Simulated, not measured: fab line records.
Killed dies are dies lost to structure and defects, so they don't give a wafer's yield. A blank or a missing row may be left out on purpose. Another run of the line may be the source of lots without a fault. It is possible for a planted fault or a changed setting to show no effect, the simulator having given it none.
Comparing a struck lot with a sound one | flow gf180mcu | 14 steps out of a route of 602
Sound: wafers L183.1, L183.3, L183.6. Wafers struck: L184.2, L184.3, L184.5. The cause is given at the end.
Per side, at each step with rows, come the tool, then ch with its chambers, and then its first start. Under that, the readings that differ: sound wafers | struck wafers | difference of the means | sigmas: that difference in standard deviations of wafers without a fault.
alike: readings whose means differ by less than 2 such deviations, and words and numbers that are the same on both sides. not compared: withheld readings, readings that some wafer has no value for, bounds like >300 that may hide the same value, and numbers for which the record gives no deviation and whose values overlap.
Wherever a step has rows on one side only, a row that says differs or no value, or a row with sigmas, the two part there. Numbers that don't overlap but have no deviation are shown without sigmas and don't part them. A reading that every wafer of one side lacks parts them only if that side has two wafers or more.

GF_DUAL_GATE_STRIP_13: strips in O2/N2.
  sound on plasmaAsher-02 ch 0,1, day 10 01:58; struck on plasmaAsher-02 ch 0,1, day 10 07:43
  alike: drypumpMotorCurrentA, heaterPowerW, o2FlowSccm, oesProductAu, platenTempC, stripTimeToEndpointS
  not compared: rfHoursCounterH
then, 3 steps without rows for these wafers: GF_DUAL_GATE_CLEAN_14 (cleans in SC1/SC2, time 150 s); GF_DUAL_GATE_OXIDATION_15 (stabilise 600 s, purge 300 s, target thk 7.098 nm); GF_POLY_GATE_CVD_00 (deposits poly-Si, target thk 200 nm, time 1200 s).
GF_POLY_GATE_THK_MEAS_01:
  sound on filmMetro-02 at day 10 08:33; struck on filmMetro-01 at day 10 18:13
  alike: POLY_GATE_CVD_00_THK
then, 7 steps without rows for these wafers: GF_POLY_GATE_DEHYDRATE_02 (time 60 s); GF_POLY_GATE_HMDS_03 (prime time 60 s); GF_POLY_GATE_COAT_04; GF_POLY_GATE_COAT_05 (resist thk 700 nm); GF_POLY_GATE_SOFTBAKE_06 (time 60 s); GF_POLY_GATE_EXPOSE_07 (exposes mask Poly2, target cd 280 nm); GF_POLY_GATE_PEB_08 (peb time 90 s).
GF_POLY_GATE_DEVELOP_09: develop time 60 s.
  sound on lithoTrack-03 ch 0, day 11 01:14; struck on lithoTrack-03, day 11 10:55
  no value came back on the struck wafers for chillPlateTempC (C), developTimeS (s), resistLineTempC (C); on the sound wafers chillPlateTempC (C) reads 22.90 22.86 23.05
reading                                   | sound           | struck            | difference | sigmas
model.KrF_of_POLY_GATE_COAT_05.thkNm (nm) | 683.1 684 682.6 | 700.7 702.3 701.7 | +18.3      | 
GF_POLY_GATE_CD_MEAS_10: the cd target is 280 nm.
  sound on cdSem-01 at day 11 01:23; struck on cdSem-01 at day 11 11:04
reading   | sound             | struck | difference                    | sigmas
cdNm (nm) | 280.4 280.5 281.0 | - - -  | no value on the struck wafers | 

## WHERE THEY PART
At GF_POLY_GATE_DEVELOP_09 first; at GF_POLY_GATE_CD_MEAS_10 last (within this record only).

WHY: the cause the simulator had injected
Step skipped in full: lithoTrack-03, at GF_POLY_GATE_DEVELOP_09, from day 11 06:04 onward. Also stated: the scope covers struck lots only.
